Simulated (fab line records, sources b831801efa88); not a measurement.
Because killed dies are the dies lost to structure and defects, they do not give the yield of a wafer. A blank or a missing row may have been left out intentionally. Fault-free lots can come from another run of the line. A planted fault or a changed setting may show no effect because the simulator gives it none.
Which tool was responsible? :: flow sky130 :: 36 wafers from 12 lots sampled at 3 of the route's 708 steps

WHAT EACH GAUGE READ, for each wafer
SKY_METAL3_OVL_MEAS_14. Usual: METAL3_OVL -1 nm, standard deviation 5.1.
lot: L337
measured: day 38 03:46
on: overlay-01
METAL3_OVL (nm): 3 5 3
flag: 

lot: L338
measured: day 38 07:08
on: overlay-02
METAL3_OVL (nm): 5 3 8
flag: 

lot: L339
measured: day 39 00:20
on: overlay-02
METAL3_OVL (nm): 3 5 3
flag: 

lot: L340
measured: day 39 03:07
on: overlay-02
METAL3_OVL (nm): -3 10 -1
flag: 

lot: L341
measured: day 39 13:13
on: overlay-02
METAL3_OVL (nm): 1 0 0
flag: 

lot: L342
measured: day 40 09:03
on: overlay-02
METAL3_OVL (nm): -7 7 -2
flag: 

lot: L343
measured: day 40 14:20
on: overlay-02
METAL3_OVL (nm): 4 3 -4
flag: 

lot: L345
measured: day 41 06:44
on: overlay-01
METAL3_OVL (nm): -1 3 -3
flag: 

lot: L346
measured: day 41 11:38
on: overlay-02
METAL3_OVL (nm): -9 -3 -5
flag: 

lot: L349
measured: day 42 18:35
on: overlay-01
METAL3_OVL (nm): 3 2 -2
flag: 

lot: L354
measured: day 43 10:22
on: overlay-02
METAL3_OVL (nm): 8 1 -4
flag: 

lot: L360
measured: day 44 22:43
on: overlay-01
METAL3_OVL (nm): 2 -2 5
flag: 

SKY_PASSIVATION_THK_MEAS_01. Usual: PASSIVATION_CVD_00_THK 90.1 nm, standard deviation 1.2.
lot: L337
measured: day 43 12:56
on: filmMetro-03
PASSIVATION_CVD_00_THK (nm): 89.3 88.6 90.2
flag: 

lot: L338
measured: day 43 14:41
on: filmMetro-03
PASSIVATION_CVD_00_THK (nm): 89.6 89.5 90.7
flag: 

lot: L339
measured: day 44 05:55
on: filmMetro-03
PASSIVATION_CVD_00_THK (nm): 90.6 90.0 92.0
flag: 

lot: L340
measured: day 44 09:00
on: filmMetro-01
PASSIVATION_CVD_00_THK (nm): 89.6 89.2 90.2
flag: 

lot: L341
measured: day 44 16:55
on: filmMetro-01
PASSIVATION_CVD_00_THK (nm): 88.2 88.4 90.1
flag: 

lot: L342
measured: day 45 11:22
on: filmMetro-01
PASSIVATION_CVD_00_THK (nm): 90.7 89.7 90.7
flag: 

lot: L343
measured: day 45 17:40
on: filmMetro-03
PASSIVATION_CVD_00_THK (nm): 89.5 89.7 91.1
flag: 

lot: L345
measured: day 46 06:49
on: filmMetro-02
PASSIVATION_CVD_00_THK (nm): 90.5 88.6 91.9
flag: 

lot: L346
measured: day 46 10:57
on: filmMetro-03
PASSIVATION_CVD_00_THK (nm): 89.1 88.4 90.5
flag: 

lot: L349
measured: day 47 10:40
on: filmMetro-02
PASSIVATION_CVD_00_THK (nm): 88.9 88.5 89.5
flag: 

lot: L354
measured: day 48 01:05
on: filmMetro-03
PASSIVATION_CVD_00_THK (nm): 90.4 89.7 90.7
flag: 

lot: L360
measured: day 49 07:58
on: filmMetro-03
PASSIVATION_CVD_00_THK (nm): 90.2 88.3 91.0
flag: 

TOOL THAT RAN EACH LOT (tool first, then ch and the chambers of the sampled wafers, then the start)
lot: L337
SKY_VIA3_STRIP_16: plasmaAsher-01 ch 0,1, day 39 07:37

lot: L338
SKY_VIA3_STRIP_16: plasmaAsher-02 ch 1, day 39 10:16

lot: L339
SKY_VIA3_STRIP_16: plasmaAsher-02 ch 0,1, day 40 02:50

lot: L340
SKY_VIA3_STRIP_16: plasmaAsher-01 ch 0,1, day 40 05:50

lot: L341
SKY_VIA3_STRIP_16: plasmaAsher-04 ch 0,1, day 40 15:34

lot: L342
SKY_VIA3_STRIP_16: plasmaAsher-01 ch 0,1, day 41 11:07

lot: L343
SKY_VIA3_STRIP_16: plasmaAsher-02 ch 0,1, day 41 16:34

lot: L345
SKY_VIA3_STRIP_16: plasmaAsher-04 ch 0,1, day 42 08:34

lot: L346
SKY_VIA3_STRIP_16: plasmaAsher-04 ch 0,1, day 42 13:10

lot: L349
SKY_VIA3_STRIP_16: plasmaAsher-02 ch 0,1, day 43 18:44

lot: L354
SKY_VIA3_STRIP_16: plasmaAsher-02 ch 0,1, day 44 10:02

lot: L360
SKY_VIA3_STRIP_16: plasmaAsher-02 ch 0,1, day 45 21:32
- SKY_VIA3_STRIP_16: strips in O2/N2.

WHAT THE TOOLS THEMSELVES READ (means of the sampled wafers that have a number; where no wafer has one, the mark that the record gives instead)
SKY_VIA3_STRIP_16. Usual: drypumpMotorCurrentA 5.98 A, standard deviation 0.24; n2FlowSccm 300.0 sccm, standard deviation 0.89; o2FlowSccm 3000 sccm, standard deviation 7.9; oesProductAu 0.402 a.u., standard deviation 0.0046; stripTimeToEndpointS 4.125 s, standard deviation 0.022.
lot: L337
tool: plasmaAsher-01
drypumpMotorCurrentA (A): 6.11
n2FlowSccm (sccm): 300.2
o2FlowSccm (sccm): 3007
oesProductAu (a.u.): 0.403
stripTimeToEndpointS (s): 4.140
flag: 

lot: L338
tool: plasmaAsher-02
drypumpMotorCurrentA (A): 5.53
n2FlowSccm (sccm): 299.8
o2FlowSccm (sccm): 2992
oesProductAu (a.u.): 0.405
stripTimeToEndpointS (s): 4.111
flag: 

lot: L339
tool: plasmaAsher-02
drypumpMotorCurrentA (A): 5.82
n2FlowSccm (sccm): 299.9
o2FlowSccm (sccm): 3006
oesProductAu (a.u.): 0.404
stripTimeToEndpointS (s): 4.104
flag: 

lot: L340
tool: plasmaAsher-01
drypumpMotorCurrentA (A): 6.14
n2FlowSccm (sccm): 300.2
o2FlowSccm (sccm): 2993
oesProductAu (a.u.): 0.402
stripTimeToEndpointS (s): 4.105
flag: 

lot: L341
tool: plasmaAsher-04
drypumpMotorCurrentA (A): 6.21
n2FlowSccm (sccm): 298.9
o2FlowSccm (sccm): 3002
oesProductAu (a.u.): 0.401
stripTimeToEndpointS (s): 4.148
flag: 

lot: L342
tool: plasmaAsher-01
drypumpMotorCurrentA (A): 6.13
n2FlowSccm (sccm): 300.8
o2FlowSccm (sccm): 3008
oesProductAu (a.u.): 0.400
stripTimeToEndpointS (s): 4.111
flag: 

lot: L343
tool: plasmaAsher-02
drypumpMotorCurrentA (A): 5.81
n2FlowSccm (sccm): 298.9
o2FlowSccm (sccm): 3003
oesProductAu (a.u.): 0.403
stripTimeToEndpointS (s): 4.141
flag: 

lot: L345
tool: plasmaAsher-04
drypumpMotorCurrentA (A): 6.10
n2FlowSccm (sccm): 299.3
o2FlowSccm (sccm): 2993
oesProductAu (a.u.): 0.399
stripTimeToEndpointS (s): 4.127
flag: 

lot: L346
tool: plasmaAsher-04
drypumpMotorCurrentA (A): 6.19
n2FlowSccm (sccm): 300.4
o2FlowSccm (sccm): 2999
oesProductAu (a.u.): 0.407
stripTimeToEndpointS (s): 4.137
flag: 

lot: L349
tool: plasmaAsher-02
drypumpMotorCurrentA (A): 5.80
n2FlowSccm (sccm): 299.6
o2FlowSccm (sccm): 2996
oesProductAu (a.u.): 0.403
stripTimeToEndpointS (s): 4.132
flag: 

lot: L354
tool: plasmaAsher-02
drypumpMotorCurrentA (A): 5.80
n2FlowSccm (sccm): 299.9
o2FlowSccm (sccm): 3008
oesProductAu (a.u.): 0.403
stripTimeToEndpointS (s): 4.129
flag: 

lot: L360
tool: plasmaAsher-02
drypumpMotorCurrentA (A): 5.69
n2FlowSccm (sccm): 299.7
o2FlowSccm (sccm): 3003
oesProductAu (a.u.): 0.400
stripTimeToEndpointS (s): 4.105
flag: 

THE ANSWER, worked out from the rows above alone
Rule: a lot is off if the mean of its wafers that have a number lies more than 3 standard deviations from the usual mean. A lot without any number at a reading at which 4 lots or more have one is off too. All remaining lots with rows at the step are treated as sound. After the gauges, taken in route order, come the tools' own readings; for these a lot's mean is taken, as printed above. At the first step where some lot is off, the reading lying furthest off is the one used; lots without a number count as furthest.
No lot is off at any reading shown: from this, nothing can be told.

WHAT WAS PUT IN BY THE SIMULATOR
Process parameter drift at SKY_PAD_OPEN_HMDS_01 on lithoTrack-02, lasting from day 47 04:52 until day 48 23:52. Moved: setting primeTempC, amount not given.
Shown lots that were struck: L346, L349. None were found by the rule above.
